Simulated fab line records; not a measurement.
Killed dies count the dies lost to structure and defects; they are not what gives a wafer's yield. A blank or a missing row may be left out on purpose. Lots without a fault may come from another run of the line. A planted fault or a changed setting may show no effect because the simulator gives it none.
Chamber matching + flow gf180mcu + 3 sister chambers for GF_V2_CVD_02 on pecvd-03
The step deposits SiO2 from TEOS, target thk 850 nm, time 94.851 s. 6 wafers are shown with their chamber, then 8 later ones without.

## EACH WAFER AND ITS CHAMBER
| wafer  | chamber | heater power w (W) | rf fwd power W (W) |
|--------|---------|--------------------|--------------------|
| L078.5 | 0       | 584                | 592.7              |
| L080.4 | 0       | 539                | 598.6              |
| L081.4 | 2       | 615                | 597.4              |
| L081.6 | 2       | 641                | 595.6              |
| L084.6 | 1       | 560                | 596.4              |
| L085.2 | 1       | 454                | 593.4              |

## WAFERS MISSING THEIR CHAMBER
| wafer  | heater power w (W) | rf fwd power W (W) |
|--------|--------------------|--------------------|
| L085.3 | 512                | 595.7              |
| L085.4 | 553                | 596.2              |
| L087.4 | 651                | 596.1              |
| L087.5 | 589                | 593.8              |
| L087.6 | 625                | 595.9              |
| L091.3 | 635                | 594.6              |
| L091.5 | 566                | 596.0              |
| L091.6 | 532                | 595.8              |

## WHICH CHAMBER EACH ONE RAN IN
| wafer  | from the rows above          | in truth |
|--------|------------------------------|----------|
| L085.3 | can't be placed: 1 or 0      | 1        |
| L085.4 | can't be placed: 0 or 1 or 2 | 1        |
| L087.4 | can't be placed: 2 or 0      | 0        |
| L087.5 | can't be placed: 0 or 2 or 1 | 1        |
| L087.6 | can't be placed: 2 or 0      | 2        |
| L091.3 | can't be placed: 2 or 0 or 1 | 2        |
| L091.5 | can't be placed: 0 or 1 or 2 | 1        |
| L091.6 | can't be placed: 1 or 0 or 2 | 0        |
0 of 8 placed correctly. Unplaceable from these rows: 8, with the true chamber sitting among the candidates in 8. Wrongly placed: 0.
How it was worked out, from the rows above alone: a wafer's distance from a chamber is the root of the sum, over the readings, of the square of ((its reading less the chamber's mean) divided by the reading's scatter). The wafer belongs to the nearest chamber; if the next one is less than 2 further off, it can't be placed. For every chamber, the mean is computed from those of its wafers that are shown. How the scatter is found: for the shown wafers, subtract from each reading the mean of its chamber, square and add these, divide the total by (wafers less chambers), then take the root.
